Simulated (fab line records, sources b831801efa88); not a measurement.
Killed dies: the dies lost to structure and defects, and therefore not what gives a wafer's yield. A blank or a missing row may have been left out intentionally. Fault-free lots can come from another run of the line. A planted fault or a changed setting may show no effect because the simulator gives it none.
fab line records    flow sky130    part 1 of 2: steps 1 to 42 of 43
[record] lots = 6  wafers = 18  last-day = 49
route steps=708 shown VIA3@591 METAL4@598 CAP2M@603 PAD_OPEN@708
lots that met no fault: from a run of the same line without faults
start-h: the number of hours between the record's first day and the start of the first shown wafer of the lot    wait-h: time in hours since the lot's previous step    " repeats the value in the row above    L1.1+2: a single row standing in for several wafers    - value missing, or start not given    * or withheld: withheld    < > ~ a bound
route shown NAME@n: a module of which the file shows steps, and the number in the route of the first    usual: the fault-free wafers' mean and standard deviation    same: alike in all rows    chamber/n: place in a boat    sites: per-site readings    _std_site: standard deviation of those values    _edge_site: mean of outer sites minus mean of inner sites    radius-mm: how far each site lies from the wafer's centre    mask NAME#n: copy n    behind: the tool/chamber that last shaped the wafer    hold: cause of the lot's hold/its duration in hours/its outcome    device: the transistor (n, p or np) that didn't switch    end of line: tests run on the same wafers once the route is complete    step lacking rows: just its recipe    killed: dies lost to structure and defects at the first sort, not the wafer's yield    map: a wafer's dies, x killed, . not, _ none there
set.NAME: the setting as run; set.NAME@STEP: as run at that earlier step    model.NAME: the simulator's own value behind a step, which no gauge read
lots at some steps of the route; a table a step, a row a wafer
services: a tool's chamber out of use, with start hour (start-h, from the record's first day; less than 0 if before it), hours out, and reason
[[steps]]
[step SKY_VIA3_CLEAN_18]
[recipe] chemistry = IPA  time-s = 180  temp-c = 25
[step SKY_VIA3_CLEAN_19]
[recipe] chemistry = O3/DIW  dry = n2-spin
[step SKY_VIA3_SPUTTER_20]
[recipe] material = TiN  target-thk-nm = 20  chamber-pressure-pa = 5  power-w = 4000  time-s = 80
[usual] throttle-valve-pct = 29.9/1.2
lot.wafer  tool            chamber  start-h  wait-h  throttle-valve-pct
L526.1     pvd-sputter-03  -        980.59   0.0     29.8
L526.3     "               -        "        "       27.8
L526.6     "               -        "        "       29.9
L532.2     pvd-sputter-01  -        1007.92  0.0     30.1
L532.3     "               -        "        "       31.4
L532.4     "               -        "        "       28.8
L534.1     pvd-sputter-01  -        1019.78  0.0     28.5
L534.4     "               -        "        "       30.2
L534.5     "               -        "        "       29.9
L537.2     pvd-sputter-04  -        1041.43  0.0     29.2
L537.3     "               -        "        "       29.9
L537.4     "               -        "        "       32.7
L539.1     pvd-sputter-01  -        1049.04  0.0     30.0
L539.2     "               -        "        "       29.8
L539.4     "               -        "        "       28.6
L540.1     pvd-sputter-03  -        1060.80  0.0     29.6
L540.3     "               -        "        "       30.1
L540.4     "               -        "        "       28.0
[step SKY_VIA3_CVD_21]
[recipe] material = W  target-thk-nm = 390  time-s = 117.31  temp-c = 400  pressure-torr = 40
[step SKY_VIA3_RS_MEAS_22]
[recipe] thk-meas-gauge = four-point-probe  reads = W_of_VIA3_CVD_21+TiN_of_VIA3_SPUTTER_20
[usual] VIA3_W_RS = 0.291/0.004
lot.wafer  tool           chamber  start-h  wait-h  VIA3_W_RS[ohm/sq]
L526.1     film-metro-02  -        980.78   0.1     0.294
L526.3     "              -        "        "       0.298
L526.6     "              -        "        "       0.296
L532.2     film-metro-02  -        1008.12  0.1     0.287
L532.3     "              -        "        "       0.292
L532.4     "              -        "        "       0.287
L534.1     film-metro-03  -        1019.96  0.1     0.293
L534.4     "              -        "        "       0.285
L534.5     "              -        "        "       0.290
L537.2     film-metro-04  -        1041.63  0.1     0.294
L537.3     "              -        "        "       0.297
L537.4     "              -        "        "       0.287
L539.1     film-metro-03  -        1049.22  0.1     0.288
L539.2     "              -        "        "       0.293
L539.4     "              -        "        "       0.295
L540.1     film-metro-04  -        1060.98  0.1     0.293
L540.3     "              -        "        "       0.284
L540.4     "              -        "        "       0.291
[step SKY_VIA3_THK_MEAS_23]
[recipe] thk-meas-gauge = xrf  reads = W_of_VIA3_CVD_21
[usual] VIA3_W_THK = 399/7.7
lot.wafer  tool           chamber  start-h  wait-h  VIA3_W_THK[nm]
L526.1     film-metro-02  -        980.90   0.1     401
L526.3     "              -        "        "       395
L526.6     "              -        "        "       401
L532.2     film-metro-02  -        1008.23  0.1     409
L532.3     "              -        "        "       406
L532.4     "              -        "        "       412
L534.1     film-metro-03  -        1020.08  0.1     397
L534.4     "              -        "        "       407
L534.5     "              -        "        "       401
L537.2     film-metro-04  -        1041.74  0.1     390
L537.3     "              -        "        "       385
L537.4     "              -        "        "       398
L539.1     film-metro-03  -        1049.34  0.1     401
L539.2     "              -        "        "       397
L539.4     "              -        "        "       392
L540.1     film-metro-04  -        1061.10  0.1     395
L540.3     "              -        "        "       402
L540.4     "              -        "        "       393
[step SKY_VIA3_CMP_24]
[recipe] stop-on = SiO2  t-overpolish-s = 20  down-force-psi = 3.5  platen-rpm = 60  target-thk-nm = 0  pad-velocity-m-s = 0.94248
[usual] motor-current-A = 11.4/0.81  overpolish-run-s = 20.000/0.0085  slurry-flow-ml-min = 150.0/0.45  time-to-endpoint-s = 94/3.9
lot.wafer  tool    chamber  start-h  wait-h  motor-current-A  overpolish-run-s  slurry-flow-ml-min  time-to-endpoint-s
L526.3     cmp-01  3        981.06   0.1     11.0             20.003            149.3               89
L526.1     "       0        "        "       10.8             19.992            149.7               89
L526.6     "       2        "        "       11.3             20.001            150.4               90
L532.4     cmp-01  3        1008.28  0.0     11.0             19.985            150.6               94
L532.3     "       0        "        "       11.2             19.999            149.9               91
L532.2     "       1        "        "       10.7             20.006            150.3               90
L534.4     cmp-02  0        1020.14  0.0     10.5             20.014            150.2               99
L534.1     "       1        "        "       10.4             20.009            149.7               100
L534.5     "       1        "        "       11.0             19.993            149.8               98
L537.2     cmp-02  2        1041.84  0.1     12.3             20.003            149.8               97
L537.4     "       3        "        "       12.3             19.986            149.7               103
L537.3     "       0        "        "       10.4             20.001            149.9               96
L539.1     cmp-02  3        1049.40  0.1     13.1             20.004            150.9               103
L539.2     "       0        "        "       10.5             19.992            150.6               95
L539.4     "       1        "        "       11.2             19.990            150.0               99
L540.4     cmp-01  2        1061.16  0.0     11.0             20.001            150.1               93
L540.3     "       3        "        "       11.3             20.010            149.5               90
L540.1     "       1        "        "       10.6             20.010            149.6               89
[step SKY_METAL4_SPUTTER_00]
[recipe] material = Ti  target-thk-nm = 15  power-w = 3000  time-s = 10  chamber-pressure-pa = 0.4
[step SKY_METAL4_SPUTTER_01]
[recipe] material = TiN  target-thk-nm = 20  power-w = 6500  time-s = 16.7  chamber-pressure-pa = 0.4
[usual] throttle-valve-pct = 30.1/1
lot.wafer  tool            chamber  start-h  wait-h  throttle-valve-pct
L526.1     pvd-sputter-02  -        981.28   0.0     29.8
L526.3     "               -        "        "       30.1
L526.6     "               -        "        "       30.3
L532.2     pvd-sputter-02  -        1008.61  0.0     30.9
L532.3     "               -        "        "       30.0
L532.4     "               -        "        "       28.8
L534.1     pvd-sputter-04  -        1020.47  0.0     29.4
L534.4     "               -        "        "       32.7
L534.5     "               -        "        "       29.1
L537.2     pvd-sputter-01  -        1042.11  0.0     30.6
L537.3     "               -        "        "       29.7
L537.4     "               -        "        "       28.3
L539.1     pvd-sputter-02  -        1049.73  0.0     29.9
L539.2     "               -        "        "       31.0
L539.4     "               -        "        "       29.7
L540.1     pvd-sputter-02  -        1061.49  0.0     29.8
L540.3     "               -        "        "       28.5
L540.4     "               -        "        "       29.7
[step SKY_METAL4_SPUTTER_02]
[recipe] material = AlCu  target-thk-nm = 735  power-w = 10600  time-s = 39.1  chamber-pressure-pa = 0.4
[step SKY_METAL4_SPUTTER_03]
[recipe] material = Ti  target-thk-nm = 5  power-w = 3000  time-s = 3.3  chamber-pressure-pa = 0.4
[step SKY_METAL4_SPUTTER_04]
[recipe] material = TiN  target-thk-nm = 70  power-w = 6500  time-s = 58.3  chamber-pressure-pa = 0.4
[step SKY_CAP2M_CVD_00]
[recipe] material = SiO2  target-thk-nm = 15.5  temp-c = 400  time-s = withheld  rf-w = 450
[usual] heater-power-w = 693/79  rf-fwd-power-W = 441.8/2.7
lot.wafer  tool      chamber  start-h  wait-h  heater-power-w  rf-fwd-power-W  model.SiO2_of_CAP2M_CVD_00.thk-nm
L526.1     pecvd-02  0        981.41   0.0     806             441.7           15.56
L526.3     "         2        "        "       697             442.6           15.54
L526.6     "         2        "        "       671             444.6           15.74
L532.2     pecvd-03  0        1008.74  0.0     654             445.3           15.37
L532.3     "         1        "        "       845             437.8           15.25
L532.4     "         2        "        "       661             439.3           15.35
L534.1     pecvd-02  0        1020.60  0.0     717             369.4           14.83
L534.4     "         2        "        "       683             373.9           14.96
L534.5     "         0        "        "       727             369.2           15.02
L537.2     pecvd-02  2        1042.24  0.0     630             370.8           14.8
L537.3     "         0        "        "       763             372.9           14.7
L537.4     "         1        "        "       601             367.4           14.99
L539.1     pecvd-01  0        1049.86  0.0     592             443.0           15.41
L539.2     "         1        "        "       705             440.0           15.52
L539.4     "         2        "        "       751             440.4           16
L540.1     pecvd-01  1        1061.62  0.0     747             439.7           15.4
L540.3     "         2        "        "       740             441.5           15.46
L540.4     "         2        "        "       739             440.9           15.54
[step SKY_CAP2M_THK_MEAS_01]
[recipe] reads = SiO2_of_CAP2M_CVD_00
[usual] CAP2M_CVD_00_THK = 15.53/0.21
lot.wafer  tool           chamber  start-h  wait-h  hold                      CAP2M_CVD_00_THK[nm]
L526.1     film-metro-04  -        981.43   -       -                         15.56
L526.3     "              -        "        "       -                         15.60
L526.6     "              -        "        "       -                         15.76
L532.2     film-metro-04  -        1008.77  -       -                         15.40
L532.3     "              -        "        "       -                         15.24
L532.4     "              -        "        "       -                         15.40
L534.1     film-metro-01  -        1020.63  -       -                         14.85
L534.4     "              -        "        "       -                         15.00
L534.5     "              -        "        "       -                         15.05
L537.2     film-metro-04  -        1042.28  -       await-dispo/0.2h/release  14.84
L537.3     "              -        "        "       await-dispo/0.2h/release  14.72
L537.4     "              -        "        "       await-dispo/0.2h/release  15.05
L537.2     film-metro-04  -        1042.57  0.3     -                         14.84
L537.3     "              -        "        "       -                         14.69
L537.4     "              -        "        "       -                         14.98
L539.1     film-metro-01  -        1049.88  -       -                         15.35
L539.2     "              -        "        "       -                         15.50
L539.4     "              -        "        "       -                         15.99
L540.1     film-metro-01  -        1061.64  -       -                         15.37
L540.3     "              -        "        "       -                         15.40
L540.4     "              -        "        "       -                         15.58
[step SKY_CAP2M_RS_MEAS_03]
[recipe] thk-meas-gauge = four-point-probe  reads = TiN_of_CAP2M_SPUTTER_02
[usual] CAP2M_TIN_RS = 6.87/0.074
lot.wafer  tool           chamber  start-h  wait-h  CAP2M_TIN_RS[ohm/sq]
L526.1     film-metro-02  -        981.60   0.1     7.06
L526.3     "              -        "        "       7.05
L526.6     "              -        "        "       7.00
L532.2     film-metro-01  -        1008.95  0.1     6.87
L532.3     "              -        "        "       6.90
L532.4     "              -        "        "       6.85
L534.1     film-metro-02  -        1020.80  0.1     6.81
L534.4     "              -        "        "       6.75
L534.5     "              -        "        "       6.79
L537.2     film-metro-04  -        1045.58  0.1     6.82
L537.3     "              -        "        "       6.90
L537.4     "              -        "        "       6.89
L539.1     film-metro-04  -        1050.05  0.1     6.93
L539.2     "              -        "        "       6.96
L539.4     "              -        "        "       6.84
L540.1     film-metro-04  -        1061.81  0.1     6.71
L540.3     "              -        "        "       6.78
L540.4     "              -        "        "       6.77
[step SKY_CAP2M_THK_MEAS_04]
[recipe] thk-meas-gauge = xrf  reads = TiN_of_CAP2M_SPUTTER_02
[usual] CAP2M_TIN_THK = 204.5/2.2
lot.wafer  tool           chamber  start-h  wait-h  CAP2M_TIN_THK[nm]
L526.1     film-metro-02  -        981.72   0.1     199.3
L526.3     "              -        "        "       200.2
L526.6     "              -        "        "       201.2
L532.2     film-metro-01  -        1009.06  0.1     204.3
L532.3     "              -        "        "       205.0
L532.4     "              -        "        "       205.6
L534.1     film-metro-02  -        1020.92  0.1     205.7
L534.4     "              -        "        "       208.1
L534.5     "              -        "        "       206.7
L537.2     film-metro-04  -        1045.69  0.1     206.6
L537.3     "              -        "        "       204.3
L537.4     "              -        "        "       204.2
L539.1     film-metro-04  -        1050.17  0.1     202.0
L539.2     "              -        "        "       201.2
L539.4     "              -        "        "       206.2
L540.1     film-metro-04  -        1061.93  0.1     208.3
L540.3     "              -        "        "       206.4
L540.4     "              -        "        "       208.8
[step SKY_CAP2M_DEHYDRATE_05]
[recipe] temp-c = 200  time-s = 60
[step SKY_CAP2M_HMDS_06]
[recipe] prime-time-s = 60  prime-temp-c = 120
[step SKY_CAP2M_COAT_07]
[recipe] resist = NOVOLAK  spin-rpm = 3000  resist-thk-nm = 1140
[step SKY_CAP2M_SOFTBAKE_08]
[recipe] temp-c = 90  time-s = 60  resist = NOVOLAK
[step SKY_CAP2M_EXPOSE_09]
[recipe] mask-id = CAP2M  na = 0.6  source-shape = conventional  sigma-outer = 0.6  polarization = unpolarized  target-cd-nm = 1000  dose-mj = 161
[step SKY_CAP2M_PEB_10]
[recipe] temp-c = withheld  time-s = *  resist = NOVOLAK
[step SKY_CAP2M_DEVELOP_11]
[recipe] resist = NOVOLAK  developer = TMAH  develop-time-s = 60  dev-temp-c = 23
[step SKY_CAP2M_OVL_MEAS_12]
[usual] CAP2M_OVL = 0.0/1.5
lot.wafer  tool        chamber  start-h  wait-h  CAP2M_OVL[nm]
L526.1     overlay-01  -        1005.43  0.1     2.3
L526.3     "           -        "        "       1.8
L526.6     "           -        "        "       2.7
L532.2     overlay-02  -        1031.99  0.1     1.6
L532.3     "           -        "        "       0.8
L532.4     "           -        "        "       1.9
L534.1     overlay-02  -        1043.18  0.1     0.4
L534.4     "           -        "        "       -0.7
L534.5     "           -        "        "       -0.7
L537.2     overlay-02  -        1064.64  0.1     -3.9
L537.3     "           -        "        "       -3.2
L537.4     "           -        "        "       -2.1
L539.1     overlay-01  -        1071.63  0.1     1.2
L539.2     "           -        "        "       -0.4
L539.4     "           -        "        "       -0.7
L540.1     overlay-02  -        1082.63  0.1     -1.1
L540.3     "           -        "        "       -3.3
L540.4     "           -        "        "       -0.7
[step SKY_CAP2M_METAL_ETCH_13]
[recipe] target-depth-nm = 220  stop-on = SiO2  chemistry = Cl2/BCl3  target = TiN  pressure-mtorr = 10  icp-w = 900  bias-w = 48.5  Cl2_flow_sccm = 60  bcl3-flow-sccm = 30  time-s = 62.9
[usual] drypump-motor-current-A = 5.7/0.44  oes-product-au = 0.944/0.0076  throttle-valve-pct = 21.900/0.011
lot.wafer  tool          chamber  start-h  wait-h  drypump-motor-current-A  oes-product-au  rf-hours-counter-h  throttle-valve-pct
L526.1     rie-metal-04  1        1005.46  0.0     5.7                      0.927           8                   21.901
L526.3     "             0        "        "       6.2                      0.925           -                   21.924
L526.6     "             1        "        "       5.7                      0.937           -                   21.914
L532.2     rie-metal-04  0        1032.02  0.0     6.2                      0.957           15                  21.904
L532.3     "             0        "        "       6.2                      0.940           -                   21.917
L532.4     "             1        "        "       5.6                      0.946           -                   21.903
L534.1     rie-metal-03  1        1043.22  0.0     4.9                      0.946           8                   21.902
L534.4     "             1        "        "       4.9                      0.947           -                   21.901
L534.5     "             0        "        "       5.5                      0.953           -                   21.894
L537.2     rie-metal-04  0        1064.67  0.0     6.2                      0.958           17                  21.884
L537.3     "             1        "        "       5.6                      0.942           -                   21.910
L537.4     "             0        "        "       6.2                      0.940           -                   21.902
L539.1     rie-metal-04  1        1071.66  0.0     5.6                      0.937           12                  21.900
L539.2     "             0        "        "       6.2                      0.938           18                  21.910
L539.4     "             1        "        "       5.6                      0.947           -                   21.887
L540.1     rie-metal-01  0        1082.66  0.0     5.6                      0.944           11                  21.889
L540.3     "             0        "        "       5.6                      0.944           -                   21.893
L540.4     "             0        "        "       5.6                      0.956           -                   21.903
[step SKY_CAP2M_STRIP_14]
[recipe] chemistry = O2/N2  power-w = 1400  pressure-mtorr = 1500  platen-temp-c = withheld  o2-flow-sccm = 3000  n2-flow-sccm = 300  overash-fraction = 0.5
[usual] drypump-motor-current-A = 5.6/0.53  o2-flow-sccm = 3000/10  oes-product-au = 0.710/0.004  strip-time-to-endpoint-s = 12.67/0.048
lot.wafer  tool             chamber  start-h  wait-h  drypump-motor-current-A  o2-flow-sccm  oes-product-au  rf-hours-counter-h  strip-time-to-endpoint-s
L526.1     plasma-asher-01  1        1005.54  0.1     6.1                      2994          0.706           21                  12.70
L526.3     "                1        "        "       6.1                      3005          0.703           -                   12.69
L526.6     "                0        "        "       6.3                      2995          0.711           -                   12.70
L532.2     plasma-asher-04  0        1032.10  0.1     5.4                      2991          0.713           62                  12.63
L532.3     "                1        "        "       5.8                      2985          0.711           -                   12.65
L532.4     "                0        "        "       5.4                      2987          0.712           -                   12.61
L534.1     plasma-asher-04  1        1043.30  0.1     5.8                      2999          0.705           63                  12.71
L534.4     "                1        "        "       5.8                      3014          0.706           -                   12.66
L534.5     "                0        "        "       5.4                      2993          0.712           -                   12.60
L537.2     plasma-asher-04  1        1064.75  0.1     5.8                      2988          0.700           66                  12.68
L537.3     "                1        "        "       5.9                      2977          0.712           -                   12.72
L537.4     "                0        "        "       5.4                      2992          0.700           -                   12.72
L539.1     plasma-asher-01  0        1071.74  0.1     6.3                      2989          0.713           28                  12.64
L539.2     "                1        "        "       6.1                      3004          0.710           28                  12.59
L539.4     "                0        "        "       6.3                      2989          0.710           -                   12.67
L540.1     plasma-asher-04  1        1082.82  0.1     5.8                      2997          0.711           68                  12.71
L540.3     "                1        "        "       5.8                      3006          0.711           -                   12.73
L540.4     "                0        "        "       5.4                      2987          0.708           -                   12.69
[step SKY_CAP2M_STRIP_15]
[recipe] chemistry = post-etch-residue-remover  time-s = 1200  temp-c = 72.5
[step SKY_CAP2M_CLEAN_16]
[recipe] chemistry = IPA  time-s = 180  temp-c = 25
[step SKY_CAP2M_CLEAN_17]
[recipe] chemistry = O3/DIW  dry = n2-spin
[step SKY_METAL4_DEHYDRATE_05]
[recipe] temp-c = 200  time-s = 60
[step SKY_METAL4_HMDS_06]
[recipe] prime-time-s = 60  prime-temp-c = 120
[step SKY_METAL4_COAT_07]
[recipe] resist = BARC  temp-c = withheld  time-s = withheld  spin-rpm = 3000  resist-thk-nm = 60
[step SKY_METAL4_COAT_08]
[recipe] resist = KrF-thick  spin-rpm = 3000  resist-thk-nm = 1140
[step SKY_METAL4_SOFTBAKE_09]
[recipe] temp-c = 100  time-s = 90  resist = KrF-thick
[step SKY_METAL4_EXPOSE_10]
[recipe] mask-id = MM4  na = 0.68  source-shape = annular  sigma-inner = 0.4  sigma-outer = 0.8  target-cd-nm = 300  dose-mj = 28
[step SKY_METAL4_PEB_11]
[recipe] peb-temp-c = withheld  peb-time-s = withheld  resist = KrF-thick
[step SKY_METAL4_DEVELOP_12]
[recipe] develop-time-s = 60  resist = KrF-thick  dev-temp-c = 21
[step SKY_METAL4_CD_MEAS_13]
[recipe] target-cd-nm = 300
[usual] cd-nm = 300.4/1.5
lot.wafer  tool       chamber  start-h  wait-h  cd-nm
L526.1     cd-sem-01  -        1030.03  -       303.8
L526.3     "          -        "        "       302.6
L526.6     "          -        "        "       301.8
L532.2     cd-sem-02  -        1055.35  -       299.7
L532.3     "          -        "        "       299.1
L532.4     "          -        "        "       299.9
L534.1     cd-sem-01  -        1065.58  -       300.9
L534.4     "          -        "        "       301.6
L534.5     "          -        "        "       301.2
L537.2     cd-sem-02  -        1086.49  -       300.0
L537.3     "          -        "        "       300.0
L537.4     "          -        "        "       299.4
L539.1     cd-sem-02  -        1093.33  -       300.0
L539.2     "          -        "        "       300.2
L539.4     "          -        "        "       300.1
L540.1     cd-sem-01  -        1101.93  -       301.5
L540.3     "          -        "        "       300.2
L540.4     "          -        "        "       300.8
[step SKY_METAL4_OVL_MEAS_14]
[usual] METAL4_OVL = -4/4.1
lot.wafer  tool        chamber  start-h  wait-h  METAL4_OVL[nm]
L526.1     overlay-02  -        1030.15  0.1     -5
L526.3     "           -        "        "       -1
L526.6     "           -        "        "       -5
L532.2     overlay-02  -        1055.46  0.1     -9
L532.3     "           -        "        "       -8
L532.4     "           -        "        "       -6
L534.1     overlay-01  -        1065.70  0.1     5
L534.4     "           -        "        "       0
L534.5     "           -        "        "       -6
L537.2     overlay-01  -        1086.59  0.1     -3
L537.3     "           -        "        "       -5
L537.4     "           -        "        "       -1
L539.1     overlay-02  -        1093.45  0.1     -8
L539.2     "           -        "        "       -6
L539.4     "           -        "        "       -9
L540.1     overlay-01  -        1102.05  0.1     -8
L540.3     "           -        "        "       -7
L540.4     "           -        "        "       0
[step SKY_METAL4_DESCUM_15]
[recipe] chemistry = O2  source-power-w = 150  bias-power-w = 0  pressure-mtorr = 10  temp-c = 40  time-s = 8
[step SKY_METAL4_ETCH_16]
[recipe] chemistry = N2/H2  target = BARC  ion-energy-ev = 200  bias-w = 100  pressure-mtorr = 30  n2-flow-sccm = 100  h2-flow-sccm = 200  icp-w = 500  stop-on = SiO2  time-s = 88.2  target-depth-a = 600
[step SKY_METAL4_ETCH_17]
[recipe] target = SiO2  stop-on = TiN  chemistry = C4F8/O2/Ar  source-w = 1500  bias-w = 1200  pressure-mtorr = 40  c4f8-flow-sccm = withheld  O2_flow_sccm = 6  Ar_flow_sccm = 300  time-s = 3.9  target-depth-a = 150
[usual] oes-product-au = 0.755/0.0071
lot.wafer  tool         chamber  start-h  wait-h  oes-product-au  rf-hours-counter-h  model.etch.depth-nm
L526.1     rie-diel-04  2        1030.31  0.1     0.758           16                  15.56
L526.3     "            0        "        "       0.751           7                   15.54
L526.6     "            0        "        "       0.758           -                   15.74
L532.2     rie-diel-01  1        1055.62  0.1     0.754           7                   15.37
L532.3     "            3        "        "       0.755           23                  15.25
L532.4     "            2        "        "       0.751           7                   15.35
L534.1     rie-diel-03  3        1065.86  0.1     0.737           7                   14.83
L534.4     "            1        "        "       0.742           24                  14.96
L534.5     "            1        "        "       0.738           -                   15.02
L537.2     rie-diel-03  0        1086.75  0.1     0.732           13                  14.8
L537.3     "            3        "        "       0.733           8                   14.7
L537.4     "            1        "        "       0.741           -                   14.99
L539.1     rie-diel-04  2        1093.62  0.1     0.753           17                  15.41
L539.2     "            0        "        "       0.757           8                   15.52
L539.4     "            3        "        "       0.767           -                   16
L540.1     rie-diel-03  0        1102.22  0.1     0.751           13                  15.4
L540.3     "            3        "        "       0.754           8                   15.46
L540.4     "            1        "        "       0.763           25                  15.54
[[key]]
[first-sign] step = SKY_CAP2M_CVD_00  reading = rf-fwd-power-W  direction = down  sigmas = 26  usual = 441.8  struck = 370.6
[effect] step = SKY_CAP2M_THK_MEAS_01  reading = visit  direction = added
[model-effect] step = SKY_CAP2M_CVD_00  value = SiO2_of_CAP2M_CVD_00.thk-nm  without = 15.67  struck = 14.88
[model-effect] step = SKY_METAL4_ETCH_17  value = etch.depth-nm  without = 15.67  struck = 14.88
[model-effect] step = SKY_PAD_OPEN_PROBE_99  value = etest.cap-mim2.bv-v  without = 14.18  struck = 13.46
met-at SKY_CAP2M_CVD_00
struck-wafers L534.1,L534.4,L534.5,L537.2,L537.3,L537.4
onset-between 981.41 1020.60
[fault] kind = process-parameter-drift  tool = pecvd-02  chamber = -  onset-h = 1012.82  steps = SKY_CAP2M_CVD_00  channel = rf-w  offset = -72  shape = step  acts-in = these-recipes-only  stated = 450
